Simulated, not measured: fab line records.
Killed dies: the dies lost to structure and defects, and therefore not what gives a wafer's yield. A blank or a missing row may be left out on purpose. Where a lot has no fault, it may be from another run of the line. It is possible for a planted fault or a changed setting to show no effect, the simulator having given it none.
Code-filled problem report in 8D (eight disciplines) form | flow gf180mcu | the parts of the form that need people (team, actions taken, sign-off) are left out

## 1. THE ISSUE
Wafers with no fault read 0.504 a.u. with a standard deviation of 0.0049, whereas oes_product_au at GF_POLY_GATE_STRIP_14 reads a mean of 0.528 a.u. on 1 wafer of 1 lot. That is +4.9 standard deviations from the usual mean.
The step: strips in O2/N2.
Seen first at day 14 09:17 on plasma_asher-04, wafer L699.4. At this step, 36 wafers from 12 lots have a number in the record. Rule for "out", or "out of limits": more than 4 standard deviations from the usual mean. The rest of the wafers with a number are treated as sound.

## 2. WHAT IT IS, AND WHAT IT ISN'T
question                    | is                | is not
which readings at this step | oes_product_au    | drypump_motor_current_A, heater_power_w
which lots                  | L699              | L683, L685, L687, L689, L690, L691, L692, L702, L703, L704, L705
which wafers of those lots  | L699.4            | L699.3, L699.5
read on which tools         | plasma_asher-04   | plasma_asher-02, plasma_asher-03
when                        | from day 14 09:17 | up to then (23 sound wafers); but 12 sound wafers of L702, L703, L704, L705 came after

## 3. THE SUSPECTS, EACH WITH WHAT RULES IT OUT
Counting: a tool at a process step up to the reading stays a suspect if it ran every lot that is out. Sound lots after the first of them don't rule it out here, since some wafers of a struck lot are sound.
- plasma_asher-03 at GF_LVPWELL_STRIP_10 (strips in O2/N2): kept. It processed L699, the lot that is out, at day 7 22:40, and its most recent sound lot before then was L691 at day 5 22:08.
- plasma_asher-01 at GF_VT_IMPLANT_STRIP_09 (strips in O2/N2): kept. It processed L699, the lot that is out, at day 10 02:16, and its most recent sound lot before then was L692 at day 8 00:58.
- litho_track-02 at GF_POLY_GATE_COAT_05 (resist thk 700 nm): kept. It processed L699, the lot that is out, at day 13 22:00, and its most recent sound lot before then was L691 at day 11 05:00.
- plasma_asher-04 at GF_POLY_GATE_STRIP_14 (strips in O2/N2): kept. It processed L699, the lot that is out, at day 14 09:17, and its most recent sound lot before then was L692 at day 11 23:34. On those wafers its own readings are out: oes_product_au.
- At GF_LVPWELL_STRIP_10 on plasma_asher-03, chamber 0 took the sound wafers of the same lots and chamber 1 took the wafers that are out.
- At GF_VT_IMPLANT_STRIP_09 on plasma_asher-01, chamber 1 took the sound wafers of the same lots and chamber 0 took the wafers that are out.
- At GF_POLY_GATE_STRIP_14 on plasma_asher-04, chamber 0 took the sound wafers of the same lots and chamber 1 took the wafers that are out.
Left after counting: plasma_asher-03 at GF_LVPWELL_STRIP_10, plasma_asher-01 at GF_VT_IMPLANT_STRIP_09, litho_track-02 at GF_POLY_GATE_COAT_05, plasma_asher-04 at GF_POLY_GATE_STRIP_14.

## 4. THE CAUSE (what the simulator had put in)
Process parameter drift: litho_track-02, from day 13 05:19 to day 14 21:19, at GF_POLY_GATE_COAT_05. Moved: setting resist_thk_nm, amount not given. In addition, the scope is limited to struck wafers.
Counting left 4 suspects, and this tool is among them.

## 5. THE CHAIN OF EFFECTS, in route order
Rows list readings where the struck wafers' mean (over those with a number) sits beyond 3 standard deviations from the usual. Only readings whose record carries a usual standard deviation are examined. hours: median over the lots of the time between each lot's start at the first step of this table that gives one and its start at this step. sigmas: the change, counted in usual standard deviations.
hours | step                  | reading        | usual      | on struck wafers | change | sigmas
0     | GF_POLY_GATE_STRIP_14 | oes_product_au | 0.504 a.u. | 0.528            | +0.024 | +4.9
Process steps it contains:
- GF_POLY_GATE_STRIP_14: strips in O2/N2.

## 6. HOW IT WOULD HAVE BEEN CAUGHT EARLIER
First out-of-limits reading in this record: day 14 09:17, which is 28 hours after fault onset at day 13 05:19.
By day 14 09:17 the whole set of lots that are out, 1 in number, had already begun GF_POLY_GATE_COAT_05 on litho_track-02. None of them would have been spared by holding the tool at that moment.
